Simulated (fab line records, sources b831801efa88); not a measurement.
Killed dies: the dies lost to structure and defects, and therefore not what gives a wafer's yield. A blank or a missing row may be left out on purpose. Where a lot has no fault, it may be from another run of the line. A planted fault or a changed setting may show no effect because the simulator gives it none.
fab line records + flow sky130
record:
- lots: 6
- wafers: 18
- last_day: 49
route steps=708 shown VIA1@478 METAL2@483 PAD_OPEN@708
lots that met no fault: from a run of the same line without faults
start_h: hours from the record's opening day to when the first of the lot's shown wafers began + wait_h: hours since the lot's step before + " same as the row above + L1.1+2: several wafers, shown together as one row + - no value, or no start was given + * or withheld: withheld + < > ~ a bound
route shown NAME@n: names a module that has steps shown in the file, with the first one's number in the route + usual: average and standard deviation across the fault-free wafers + same: alike in all rows + chamber/n: place in a boat + sites: each site's reading + _std_site: their standard deviation + _edge_site: inner sites' mean taken away from outer sites' mean + radius_mm: how far each site lies from the wafer's centre + mask NAME#n: copy n + behind: the tool/chamber that last shaped the wafer + hold: reason for holding the lot/hours on hold/outcome of the hold + device: the transistor (n, p or np) that didn't switch + end of line: tests run on the same wafers once the route is complete + for a step that has no rows: nothing shown but its recipe + killed: count of dies lost to structure and defects at first sort (not the wafer's yield) + map: a wafer's dies, x killed, . not, _ none there
set.NAME: setting as actually run; set.NAME@STEP: the setting as run at that earlier step + model.NAME: the simulator's own value behind a step, which no gauge read
lots seen at some steps along the route; tables by step, rows by wafer
services: from which hour (start_h, from the record's first day; less than 0 if before it) a tool's chamber was out of use, for how many hours, and why
== steps ==
step: SKY_VIA1_SPUTTER_20
recipe:
- material: TiN
- target_thk_nm: 20
- chamber_pressure_pa: 5
- power_w: 4000
- time_s: 80
usual:
- throttle_valve_pct: 29.7/0.93
| lot.wafer | tool           | chamber | start_h | wait_h | throttle_valve_pct |
|-----------|----------------|---------|---------|--------|--------------------|
| L820.1    | pvd_sputter-04 | -       | 823.56  | 0.0    | 29.8               |
| L820.2    | "              | -       | "       | "      | 31.7               |
| L820.4    | "              | -       | "       | "      | 28.7               |
| L823.4    | pvd_sputter-03 | -       | 846.57  | 0.0    | 29.3               |
| L823.5    | "              | -       | "       | "      | 28.1               |
| L823.6    | "              | -       | "       | "      | 29.5               |
| L829.1    | pvd_sputter-03 | -       | 895.87  | 0.0    | 29.4               |
| L829.3    | "              | -       | "       | "      | 30.4               |
| L829.5    | "              | -       | "       | "      | 29.3               |
| L831.2    | pvd_sputter-04 | -       | 902.77  | 0.0    | 28.5               |
| L831.3    | "              | -       | "       | "      | 31.7               |
| L831.4    | "              | -       | "       | "      | 29.8               |
| L833.1    | pvd_sputter-03 | -       | 916.86  | 0.0    | 29.1               |
| L833.3    | "              | -       | "       | "      | 28.2               |
| L833.5    | "              | -       | "       | "      | 27.8               |
| L835.1    | pvd_sputter-01 | -       | 939.92  | 0.0    | 29.6               |
| L835.2    | "              | -       | "       | "      | 29.5               |
| L835.4    | "              | -       | "       | "      | 29.6               |
step: SKY_VIA1_CVD_21
recipe:
- material: W
- target_thk_nm: 270
- time_s: 80.902
- temp_c: 400
- pressure_torr: 40
step: SKY_VIA1_RS_MEAS_22
recipe:
- thk_meas_gauge: four-point-probe
- reads: W_of_VIA1_CVD_21+TiN_of_VIA1_SPUTTER_20
usual:
- VIA1_W_RS: 0.429/0.004
| lot.wafer | tool          | chamber | start_h | wait_h | VIA1_W_RS[ohm/sq] |
|-----------|---------------|---------|---------|--------|-------------------|
| L820.1    | film_metro-01 | -       | 823.72  | 0.1    | 0.430             |
| L820.2    | "             | -       | "       | "      | 0.434             |
| L820.4    | "             | -       | "       | "      | 0.433             |
| L823.4    | film_metro-03 | -       | 846.75  | 0.1    | 0.426             |
| L823.5    | "             | -       | "       | "      | 0.427             |
| L823.6    | "             | -       | "       | "      | 0.425             |
| L829.1    | film_metro-01 | -       | 896.02  | 0.1    | 0.435             |
| L829.3    | "             | -       | "       | "      | 0.428             |
| L829.5    | "             | -       | "       | "      | 0.429             |
| L831.2    | film_metro-03 | -       | 902.94  | 0.1    | 0.428             |
| L831.3    | "             | -       | "       | "      | 0.424             |
| L831.4    | "             | -       | "       | "      | 0.432             |
| L833.1    | film_metro-03 | -       | 917.01  | 0.1    | 0.426             |
| L833.3    | "             | -       | "       | "      | 0.426             |
| L833.5    | "             | -       | "       | "      | 0.425             |
| L835.1    | film_metro-04 | -       | 940.07  | 0.1    | 0.433             |
| L835.2    | "             | -       | "       | "      | 0.429             |
| L835.4    | "             | -       | "       | "      | 0.427             |
step: SKY_VIA1_THK_MEAS_23
recipe:
- thk_meas_gauge: xrf
- reads: W_of_VIA1_CVD_21
usual:
- VIA1_W_THK: 267/3.6
| lot.wafer | tool          | chamber | start_h | wait_h | VIA1_W_THK[nm] |
|-----------|---------------|---------|---------|--------|----------------|
| L820.1    | film_metro-01 | -       | 823.84  | 0.1    | 269            |
| L820.2    | "             | -       | "       | "      | 268            |
| L820.4    | "             | -       | "       | "      | 266            |
| L823.4    | film_metro-03 | -       | 846.84  | 0.1    | 265            |
| L823.5    | "             | -       | "       | "      | 265            |
| L823.6    | "             | -       | "       | "      | 266            |
| L829.1    | film_metro-01 | -       | 896.14  | 0.1    | 268            |
| L829.3    | "             | -       | "       | "      | 272            |
| L829.5    | "             | -       | "       | "      | 272            |
| L831.2    | film_metro-03 | -       | 903.05  | 0.1    | 264            |
| L831.3    | "             | -       | "       | "      | 268            |
| L831.4    | "             | -       | "       | "      | 262            |
| L833.1    | film_metro-03 | -       | 917.13  | 0.1    | 266            |
| L833.3    | "             | -       | "       | "      | 265            |
| L833.5    | "             | -       | "       | "      | 265            |
| L835.1    | film_metro-04 | -       | 940.19  | 0.1    | 267            |
| L835.2    | "             | -       | "       | "      | 269            |
| L835.4    | "             | -       | "       | "      | 270            |
step: SKY_VIA1_CMP_24
recipe:
- stop_on: SiO2
- t_overpolish_s: 15
- down_force_psi: 3.5
- platen_rpm: 60
- target_thk_nm: 0
- pad_velocity_m_s: 0.94248
step: SKY_METAL2_SPUTTER_00
recipe:
- material: Ti
- target_thk_nm: 15
- power_w: 3000
- time_s: 10
- chamber_pressure_pa: 0.4
usual:
- throttle_valve_pct: 29.5/0.97
| lot.wafer | tool           | chamber | start_h | wait_h | throttle_valve_pct |
|-----------|----------------|---------|---------|--------|--------------------|
| L820.1    | pvd_sputter-04 | -       | 824.20  | 0.2    | 28.8               |
| L820.2    | "              | -       | "       | "      | 30.7               |
| L820.4    | "              | -       | "       | "      | 31.7               |
| L823.4    | pvd_sputter-02 | -       | 847.17  | 0.2    | 29.8               |
| L823.5    | "              | -       | "       | "      | 30.2               |
| L823.6    | "              | -       | "       | "      | 29.5               |
| L829.1    | pvd_sputter-02 | -       | 896.50  | 0.1    | 29.6               |
| L829.3    | "              | -       | "       | "      | 29.9               |
| L829.5    | "              | -       | "       | "      | 29.4               |
| L831.2    | pvd_sputter-03 | -       | 903.40  | 0.1    | 30.8               |
| L831.3    | "              | -       | "       | "      | 28.9               |
| L831.4    | "              | -       | "       | "      | 28.2               |
| L833.1    | pvd_sputter-03 | -       | 917.49  | 0.1    | 29.1               |
| L833.3    | "              | -       | "       | "      | 29.3               |
| L833.5    | "              | -       | "       | "      | 30.9               |
| L835.1    | pvd_sputter-02 | -       | 940.64  | 0.1    | 30.0               |
| L835.2    | "              | -       | "       | "      | 29.2               |
| L835.4    | "              | -       | "       | "      | 29.7               |
step: SKY_METAL2_SPUTTER_01
recipe:
- material: TiN
- target_thk_nm: 20
- power_w: 6719
- time_s: 16.7
- chamber_pressure_pa: 0.4
usual:
- throttle_valve_pct: 29.5/0.99
| lot.wafer | tool           | chamber | start_h | wait_h | throttle_valve_pct |
|-----------|----------------|---------|---------|--------|--------------------|
| L820.1    | pvd_sputter-04 | -       | 824.22  | 0.0    | 28.5               |
| L820.2    | "              | -       | "       | "      | 30.8               |
| L820.4    | "              | -       | "       | "      | 31.8               |
| L823.4    | pvd_sputter-02 | -       | 847.19  | 0.0    | 29.9               |
| L823.5    | "              | -       | "       | "      | 30.1               |
| L823.6    | "              | -       | "       | "      | 29.5               |
| L829.1    | pvd_sputter-02 | -       | 896.53  | 0.0    | 29.6               |
| L829.3    | "              | -       | "       | "      | 29.9               |
| L829.5    | "              | -       | "       | "      | 29.3               |
| L831.2    | pvd_sputter-03 | -       | 903.42  | 0.0    | 30.7               |
| L831.3    | "              | -       | "       | "      | 29.2               |
| L831.4    | "              | -       | "       | "      | 27.6               |
| L833.1    | pvd_sputter-03 | -       | 917.52  | 0.0    | 29.1               |
| L833.3    | "              | -       | "       | "      | 29.3               |
| L833.5    | "              | -       | "       | "      | 30.6               |
| L835.1    | pvd_sputter-02 | -       | 940.67  | 0.0    | 29.9               |
| L835.2    | "              | -       | "       | "      | 29.4               |
| L835.4    | "              | -       | "       | "      | 29.7               |
step: SKY_METAL2_SPUTTER_02
recipe:
- material: AlCu
- target_thk_nm: 250
- power_w: 10600
- time_s: 13.3
- chamber_pressure_pa: 0.4
usual:
- throttle_valve_pct: 29.5/0.96
| lot.wafer | tool           | chamber | start_h | wait_h | throttle_valve_pct |
|-----------|----------------|---------|---------|--------|--------------------|
| L820.1    | pvd_sputter-04 | -       | 824.25  | 0.0    | 28.6               |
| L820.2    | "              | -       | "       | "      | 30.6               |
| L820.4    | "              | -       | "       | "      | 31.7               |
| L823.4    | pvd_sputter-02 | -       | 847.22  | 0.0    | 29.8               |
| L823.5    | "              | -       | "       | "      | 30.4               |
| L823.6    | "              | -       | "       | "      | 29.5               |
| L829.1    | pvd_sputter-02 | -       | 896.55  | 0.0    | 29.4               |
| L829.3    | "              | -       | "       | "      | 29.6               |
| L829.5    | "              | -       | "       | "      | 29.3               |
| L831.2    | pvd_sputter-03 | -       | 903.45  | 0.0    | 30.7               |
| L831.3    | "              | -       | "       | "      | 29.2               |
| L831.4    | "              | -       | "       | "      | 28.0               |
| L833.1    | pvd_sputter-03 | -       | 917.54  | 0.0    | 29.4               |
| L833.3    | "              | -       | "       | "      | 29.5               |
| L833.5    | "              | -       | "       | "      | 30.7               |
| L835.1    | pvd_sputter-02 | -       | 940.69  | 0.0    | 30.1               |
| L835.2    | "              | -       | "       | "      | 29.6               |
| L835.4    | "              | -       | "       | "      | 29.5               |
step: SKY_METAL2_SPUTTER_03
recipe:
- material: Ti
- target_thk_nm: 5
- power_w: 3000
- time_s: 3.3
- chamber_pressure_pa: 0.4
usual:
- throttle_valve_pct: 29.6/0.98
| lot.wafer | tool           | chamber | start_h | wait_h | throttle_valve_pct |
|-----------|----------------|---------|---------|--------|--------------------|
| L820.1    | pvd_sputter-04 | -       | 824.27  | 0.0    | 28.5               |
| L820.2    | "              | -       | "       | "      | 30.8               |
| L820.4    | "              | -       | "       | "      | 31.7               |
| L823.4    | pvd_sputter-02 | -       | 847.24  | 0.0    | 30.3               |
| L823.5    | "              | -       | "       | "      | 30.2               |
| L823.6    | "              | -       | "       | "      | 29.6               |
| L829.1    | pvd_sputter-02 | -       | 896.58  | 0.0    | 30.1               |
| L829.3    | "              | -       | "       | "      | 30.0               |
| L829.5    | "              | -       | "       | "      | 29.5               |
| L831.2    | pvd_sputter-03 | -       | 903.47  | 0.0    | 30.3               |
| L831.3    | "              | -       | "       | "      | 29.1               |
| L831.4    | "              | -       | "       | "      | 28.0               |
| L833.1    | pvd_sputter-03 | -       | 917.57  | 0.0    | 29.2               |
| L833.3    | "              | -       | "       | "      | 29.8               |
| L833.5    | "              | -       | "       | "      | 30.7               |
| L835.1    | pvd_sputter-02 | -       | 940.72  | 0.0    | 30.0               |
| L835.2    | "              | -       | "       | "      | 29.4               |
| L835.4    | "              | -       | "       | "      | 29.6               |
step: SKY_METAL2_SPUTTER_04
recipe:
- material: TiN
- target_thk_nm: 70
- power_w: 6500
- time_s: 58.3
- chamber_pressure_pa: 0.4
step: SKY_METAL2_RS_MEAS_05
recipe:
- thk_meas_gauge: four-point-probe
- reads: TiN_of_METAL2_SPUTTER_04+Ti_of_METAL2_SPUTTER_03+AlCu_of_METAL2_SPUTTER_02+TiN_of_METAL2_SPUTTER_01+Ti_of_METAL2_SPUTTER_00
usual:
- METAL2_ALCU_RS: 0.1262/0.0015
| lot.wafer | tool          | chamber | start_h | wait_h | METAL2_ALCU_RS[ohm/sq] |
|-----------|---------------|---------|---------|--------|------------------------|
| L820.1    | film_metro-01 | -       | 824.34  | 0.0    | 0.1235                 |
| L820.2    | "             | -       | "       | "      | 0.1245                 |
| L820.4    | "             | -       | "       | "      | 0.1222                 |
| L823.4    | film_metro-01 | -       | 847.37  | 0.1    | 0.1270                 |
| L823.5    | "             | -       | "       | "      | 0.1264                 |
| L823.6    | "             | -       | "       | "      | 0.1269                 |
| L829.1    | film_metro-02 | -       | 896.64  | 0.0    | 0.1277                 |
| L829.3    | "             | -       | "       | "      | 0.1258                 |
| L829.5    | "             | -       | "       | "      | 0.1259                 |
| L831.2    | film_metro-01 | -       | 903.56  | 0.0    | 0.1280                 |
| L831.3    | "             | -       | "       | "      | 0.1296                 |
| L831.4    | "             | -       | "       | "      | 0.1262                 |
| L833.1    | film_metro-01 | -       | 917.63  | 0.0    | 0.1298                 |
| L833.3    | "             | -       | "       | "      | 0.1271                 |
| L833.5    | "             | -       | "       | "      | 0.1276                 |
| L835.1    | film_metro-01 | -       | 940.78  | 0.0    | 0.1255                 |
| L835.2    | "             | -       | "       | "      | 0.1261                 |
| L835.4    | "             | -       | "       | "      | 0.1270                 |
step: SKY_METAL2_THK_MEAS_06
recipe:
- thk_meas_gauge: xrf
- reads: AlCu_of_METAL2_SPUTTER_02
usual:
- METAL2_ALCU_THK: 250/3.7
| lot.wafer | tool          | chamber | start_h | wait_h | METAL2_ALCU_THK[nm] |
|-----------|---------------|---------|---------|--------|---------------------|
| L820.1    | film_metro-01 | -       | 824.46  | 0.1    | 256                 |
| L820.2    | "             | -       | "       | "      | 253                 |
| L820.4    | "             | -       | "       | "      | 258                 |
| L823.4    | film_metro-01 | -       | 847.46  | 0.1    | 246                 |
| L823.5    | "             | -       | "       | "      | 248                 |
| L823.6    | "             | -       | "       | "      | 245                 |
| L829.1    | film_metro-02 | -       | 896.76  | 0.1    | 247                 |
| L829.3    | "             | -       | "       | "      | 253                 |
| L829.5    | "             | -       | "       | "      | 251                 |
| L831.2    | film_metro-01 | -       | 903.67  | 0.1    | 245                 |
| L831.3    | "             | -       | "       | "      | 244                 |
| L831.4    | "             | -       | "       | "      | 246                 |
| L833.1    | film_metro-01 | -       | 917.75  | 0.1    | 241                 |
| L833.3    | "             | -       | "       | "      | 247                 |
| L833.5    | "             | -       | "       | "      | 245                 |
| L835.1    | film_metro-01 | -       | 940.90  | 0.1    | 252                 |
| L835.2    | "             | -       | "       | "      | 248                 |
| L835.4    | "             | -       | "       | "      | 247                 |
step: SKY_METAL2_DEHYDRATE_07
recipe:
- temp_c: 200
- time_s: 60
usual:
- heater_power_total_W: 160.36/0.12
- plate_temp_C: 199.97/0.15
- run_length_s: 88.95/0.19
| lot.wafer | tool           | chamber | start_h | wait_h | heater_power_total_W | plate_temp_C | run_length_s |
|-----------|----------------|---------|---------|--------|----------------------|--------------|--------------|
| L820.1    | litho_track-01 | 0       | 836.23  | 11.8   | 160.45               | 200.07       | 88.78        |
| L820.2    | "              | 0       | "       | "      | 160.19               | 199.96       | 88.99        |
| L820.4    | "              | 0       | "       | "      | 160.35               | 199.77       | 89.06        |
| L823.4    | litho_track-02 | 0       | 859.86  | 12.4   | 160.57               | 199.89       | 89.02        |
| L823.5    | "              | 0       | "       | "      | 160.30               | 199.92       | 89.22        |
| L823.6    | "              | 0       | "       | "      | 160.40               | 199.77       | 89.04        |
| L829.1    | litho_track-01 | 0       | 909.13  | 12.4   | 160.34               | 199.69       | 88.81        |
| L829.3    | "              | 0       | "       | "      | 160.36               | 199.69       | 88.93        |
| L829.5    | "              | 0       | "       | "      | 160.15               | 199.76       | 88.79        |
| L831.2    | litho_track-02 | 0       | 915.36  | 11.7   | 165.94               | -            | 83.28        |
| L831.3    | "              | 0       | "       | "      | 165.95               | -            | 83.30        |
| L831.4    | "              | 0       | "       | "      | 165.83               | -            | 83.31        |
| L833.1    | litho_track-02 | 0       | 929.73  | 12.0   | 166.15               | -            | 83.53        |
| L833.3    | "              | 0       | "       | "      | 165.77               | -            | 83.39        |
| L833.5    | "              | 0       | "       | "      | 165.78               | -            | 83.55        |
| L835.1    | litho_track-01 | 0       | 951.83  | 10.9   | 160.49               | 200.01       | 88.99        |
| L835.2    | "              | 0       | "       | "      | 160.41               | 199.75       | 88.85        |
| L835.4    | "              | 0       | "       | "      | 160.21               | 199.85       | 89.12        |
step: SKY_METAL2_HMDS_08
recipe:
- prime_time_s: 60
- prime_temp_c: 120
step: SKY_PAD_OPEN_PROBE_99
usual:
- defect_limited_yield: 82.5/1.8
- killed_at_M0_to_M3: 45/6.8
- killed_at_M4_up: 3.1/2
- killed_at_contacts: 23/5.2
- killed_at_front_end: 14/3.7
- killed_at_other: 0.3/0.61
- killed_dies: 86/9
- killed_open: 46/6.9
- killed_short: 39/6.4
- sort_bin_3_pad_short: 0.9/0.44
- sort_bin_5_function: 10.5/1.4
- sort_bin_6_memory: 6.1/1.1
- sort_bin_8_speed: 0.01/0.052
- sort_n_pass: 406/9
- sort_yield_pct: 82.5/1.8
same:
- gross_dies: 492
- killed_at_back_side: 0
- sort_bin_4_leakage[%]: 0
| lot.wafer | tool      | chamber | start_h | wait_h | defect_limited_yield[%] | killed_at_M0_to_M3 | killed_at_M4_up | killed_at_contacts | killed_at_front_end | killed_at_other | killed_dies | killed_open | killed_short | sort_bin_3_pad_short[%] | sort_bin_5_function[%] | sort_bin_6_memory[%] | sort_bin_8_speed[%] | sort_n_pass | sort_yield_pct[%] |
|-----------|-----------|---------|---------|--------|-------------------------|--------------------|-----------------|--------------------|---------------------|-----------------|-------------|-------------|--------------|-------------------------|------------------------|----------------------|---------------------|-------------|-------------------|
| L820.1    | prober-01 | -       | 1097.71 | 0.1    | 84.1                    | 34                 | 5               | 22                 | 17                  | 0               | 78          | 36          | 42           | 1.0                     | 8.3                    | 6.5                  | 0                   | 414         | 84.1              |
| L820.2    | prober-01 | -       | 1097.76 | 0.1    | 83.9                    | 33                 | 1               | 26                 | 19                  | 0               | 79          | 49          | 29           | 0.2                     | 11.8                   | 4.1                  | 0.41                | 411         | 83.5              |
| L820.4    | prober-01 | -       | 1097.86 | 0.2    | 82.1                    | 44                 | 2               | 17                 | 25                  | 0               | 88          | 44          | 41           | 1.0                     | 12.4                   | 4.5                  | 0                   | 404         | 82.1              |
| L823.4    | prober-02 | -       | 1116.18 | 0.2    | 79.1                    | 47                 | 1               | 42                 | 13                  | 0               | 103         | 50          | 53           | 0.2                     | 11.4                   | 9.3                  | 0                   | 389         | 79.1              |
| L823.5    | prober-02 | -       | 1116.23 | 0.2    | 79.5                    | 42                 | 0               | 38                 | 21                  | 0               | 101         | 57          | 44           | 1.0                     | 13.6                   | 5.9                  | 0                   | 391         | 79.5              |
| L823.6    | prober-02 | -       | 1116.28 | 0.2    | 82.3                    | 47                 | 2               | 20                 | 15                  | 3               | 87          | 45          | 42           | 0.4                     | 12.2                   | 5.1                  | 0                   | 405         | 82.3              |
| L829.1    | prober-02 | -       | 1151.36 | 0.1    | 79.7                    | 53                 | 1               | 34                 | 12                  | 0               | 100         | 52          | 48           | 1.0                     | 12.8                   | 6.5                  | 0                   | 392         | 79.7              |
| L829.3    | prober-02 | -       | 1151.46 | 0.2    | 82.1                    | 53                 | 4               | 16                 | 15                  | 0               | 88          | 51          | 34           | 1.0                     | 10.0                   | 6.9                  | 0                   | 404         | 82.1              |
| L829.5    | prober-02 | -       | 1151.56 | 0.2    | 83.1                    | 45                 | 4               | 26                 | 8                   | 0               | 83          | 47          | 36           | 1.4                     | 10.2                   | 5.3                  | 0                   | 409         | 83.1              |
| L831.2    | prober-02 | -       | 1156.61 | 0.1    | 83.7                    | 44                 | 2               | 23                 | 11                  | 0               | 80          | 53          | 27           | 0.2                     | 10.0                   | 6.1                  | 0                   | 412         | 83.7              |
| L831.3    | prober-02 | -       | 1156.66 | 0.2    | 83.7                    | 34                 | 2               | 21                 | 22                  | 1               | 80          | 46          | 34           | 0.8                     | 9.8                    | 5.7                  | 0                   | 412         | 83.7              |
| L831.4    | prober-02 | -       | 1156.71 | 0.2    | 84.1                    | 40                 | 5               | 16                 | 17                  | 0               | 78          | 48          | 30           | 0.4                     | 10.2                   | 5.3                  | 0                   | 414         | 84.1              |
| L833.1    | prober-02 | -       | 1167.19 | 0.1    | 84.1                    | 40                 | 0               | 22                 | 15                  | 1               | 78          | 46          | 32           | 0.8                     | 7.5                    | 7.5                  | 0                   | 414         | 84.1              |
| L833.3    | prober-02 | -       | 1167.29 | 0.2    | 80.3                    | 51                 | 2               | 27                 | 17                  | 0               | 97          | 55          | 42           | 0.8                     | 13.6                   | 5.3                  | 0                   | 395         | 80.3              |
| L833.5    | prober-02 | -       | 1167.39 | 0.2    | 80.9                    | 48                 | 3               | 26                 | 17                  | 0               | 94          | 51          | 42           | 0.6                     | 10.6                   | 7.9                  | 0                   | 398         | 80.9              |
| L835.1    | prober-02 | -       | 1182.95 | 0.1    | 82.7                    | 47                 | 2               | 23                 | 12                  | 1               | 85          | 40          | 43           | 1.2                     | 10.8                   | 5.3                  | 0                   | 407         | 82.7              |
| L835.2    | prober-02 | -       | 1183.00 | 0.1    | 81.9                    | 42                 | 5               | 31                 | 11                  | 0               | 89          | 55          | 34           | 1.0                     | 10.8                   | 6.3                  | 0                   | 403         | 81.9              |
| L835.4    | prober-02 | -       | 1183.10 | 0.2    | 84.8                    | 44                 | 3               | 21                 | 7                   | 0               | 75          | 38          | 37           | 1.0                     | 8.3                    | 5.9                  | 0                   | 417         | 84.8              |
killed by level:class
L820.1 VIA2:geometric_particle:open=8 CONTACT:geometric_particle:short=6 VIA1:geometric_particle:open=6 POLY_GATE:geometric_particle:open=5 LI_CONTACT:geometric_particle:short=5 LOCAL_INTERCONNECT:geometric_particle:short=5 VIA3:geometric_particle:open=5 FIELD_ISO:geometric_particle:short=3
L820.2 POLY_GATE:geometric_particle:open=8 CONTACT:geometric_particle:open=8 LI_CONTACT:geometric_particle:open=7 VIA3:geometric_particle:open=6 LOCAL_INTERCONNECT:geometric_particle:short=6 VIA2:geometric_particle:open=6 VIA1:geometric_particle:open=5 FIELD_ISO:geometric_particle:short=4
L820.4 VIA2:geometric_particle:open=8 VIA1:geometric_particle:open=8 METAL1:geometric_particle:short=6 POLY_GATE:geometric_particle:open=6 VIA1:geometric_particle:short=5 CONTACT:geometric_particle:open=5 METAL2:geometric_particle:short=4 POLY_GATE:geometric_particle:short=4
L823.4 LI_CONTACT:geometric_particle:open=12 CONTACT:geometric_particle:open=11 LI_CONTACT:geometric_particle:short=8 VIA1:geometric_particle:open=8 VIA2:geometric_particle:short=7 VIA2:geometric_particle:open=7 METAL3:geometric_particle:short=6 CONTACT:geometric_particle:short=6
L823.5 CONTACT:geometric_particle:open=16 LI_CONTACT:geometric_particle:open=9 POLY_GATE:geometric_particle:open=8 VIA2:geometric_particle:open=8 VIA1:geometric_particle:open=7 CONTACT:geometric_particle:short=7 METAL1:geometric_particle:short=7 POLY_GATE:geometric_particle:short=5
L823.6 VIA1:geometric_particle:open=18 VIA2:geometric_particle:open=6 VIA3:geometric_particle:open=6 FIELD_ISO:geometric_particle:short=4 LI_CONTACT:geometric_particle:short=4 LI_CONTACT:geometric_particle:open=4 LOCAL_INTERCONNECT:geometric_particle:short=4 CONTACT:geometric_particle:open=4
L829.1 CONTACT:geometric_particle:open=14 VIA1:geometric_particle:open=12 CONTACT:geometric_particle:short=7 METAL2:geometric_particle:short=7 VIA3:geometric_particle:open=6 LOCAL_INTERCONNECT:geometric_particle:short=5 METAL1:geometric_particle:short=5 VIA1:geometric_particle:short=5
L829.3 VIA1:geometric_particle:open=18 METAL1:geometric_particle:short=7 METAL2:geometric_particle:short=6 POLY_GATE:geometric_particle:open=6 VIA3:geometric_particle:open=6 CONTACT:geometric_particle:open=5 LI_CONTACT:geometric_particle:open=4 LOCAL_INTERCONNECT:geometric_particle:short=4
L829.5 VIA2:geometric_particle:open=10 VIA1:geometric_particle:open=9 CONTACT:geometric_particle:open=8 LI_CONTACT:geometric_particle:open=7 METAL1:geometric_particle:short=7 VIA3:geometric_particle:open=6 LOCAL_INTERCONNECT:geometric_particle:short=5 METAL2:geometric_particle:short=4
L831.2 VIA2:geometric_particle:open=10 VIA1:geometric_particle:open=10 LI_CONTACT:geometric_particle:open=7 CONTACT:geometric_particle:open=7 VIA3:geometric_particle:open=7 POLY_GATE:geometric_particle:open=6 CONTACT:geometric_particle:short=5 VIA1:geometric_particle:short=4
L831.3 VIA1:geometric_particle:open=10 LI_CONTACT:geometric_particle:open=9 POLY_GATE:geometric_particle:short=8 CONTACT:geometric_particle:open=7 FIELD_ISO:geometric_particle:open=5 CONTACT:geometric_particle:short=5 VIA3:geometric_particle:open=5 POLY_GATE:geometric_particle:open=4
L831.4 VIA2:geometric_particle:open=10 VIA3:geometric_particle:open=8 VIA1:geometric_particle:open=6 LI_CONTACT:geometric_particle:open=5 CONTACT:geometric_particle:open=5 POLY_GATE:geometric_particle:open=4 METAL1:geometric_particle:short=4 FIELD_ISO:geometric_particle:short=3
L833.1 CONTACT:geometric_particle:open=11 VIA1:geometric_particle:open=10 METAL2:geometric_particle:short=9 VIA2:geometric_particle:open=6 LI_CONTACT:geometric_particle:open=5 FIELD_ISO:geometric_particle:open=4 POLY_GATE:geometric_particle:open=4 METAL1:geometric_particle:short=4
L833.3 CONTACT:geometric_particle:open=11 VIA3:geometric_particle:short=10 VIA3:geometric_particle:open=10 LI_CONTACT:geometric_particle:open=8 FIELD_ISO:geometric_particle:short=7 VIA2:geometric_particle:open=7 VIA1:geometric_particle:open=7 POLY_GATE:geometric_particle:open=4
L833.5 CONTACT:geometric_particle:open=13 VIA1:geometric_particle:open=12 METAL1:geometric_particle:short=7 VIA2:geometric_particle:open=6 VIA3:geometric_particle:open=6 VIA3:geometric_particle:short=5 LI_CONTACT:geometric_particle:open=4 METAL2:geometric_particle:short=4
L835.1 VIA1:geometric_particle:open=8 LI_CONTACT:geometric_particle:open=8 VIA1:geometric_particle:short=7 VIA3:geometric_particle:open=7 CONTACT:geometric_particle:open=6 METAL1:geometric_particle:short=5 METAL2:geometric_particle:short=5 VIA3:geometric_particle:short=5
L835.2 CONTACT:geometric_particle:open=13 VIA2:geometric_particle:open=8 VIA1:geometric_particle:open=7 VIA1:geometric_particle:short=7 VIA3:geometric_particle:open=7 CONTACT:geometric_particle:short=6 LI_CONTACT:geometric_particle:open=6 FIELD_ISO:geometric_particle:open=4
L835.4 CONTACT:geometric_particle:open=10 VIA2:geometric_particle:open=8 METAL1:geometric_particle:short=7 VIA1:geometric_particle:open=6 METAL2:geometric_particle:short=6 CONTACT:geometric_particle:short=5 VIA3:geometric_particle:open=5 VIA1:geometric_particle:short=4
== services ==
| tool           | chamber | start_h | hours | kind                      |
|----------------|---------|---------|-------|---------------------------|
| pvd_sputter-01 | -       | 821.11  | 7.9   | repair                    |
| litho_track-02 | -       | 889.09  | -     | consumable_replace:filter |
== key ==
first_sign:
- step: SKY_METAL2_DEHYDRATE_07
- reading: heater_power_total_W
- direction: up
- sigmas: 46
- usual: *
- struck: *
effect:
- step: SKY_METAL2_DEHYDRATE_07
- reading: run_length_s
- direction: down
- sigmas: 29
- usual: *
- struck: *
met_at SKY_METAL2_DEHYDRATE_07
struck_wafers L831.2,L831.3,L831.4,L833.1,L833.3,L833.5
onset_between 859.86 915.36
fault:
- kind: process_parameter_drift
- tool: litho_track-02
- chamber: -
- onset_h: 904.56
- steps: SKY_METAL2_DEHYDRATE_07
- channel: time_s
- offset: *
- shape: step
- end_h: 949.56
- acts_in: *
- stated: *
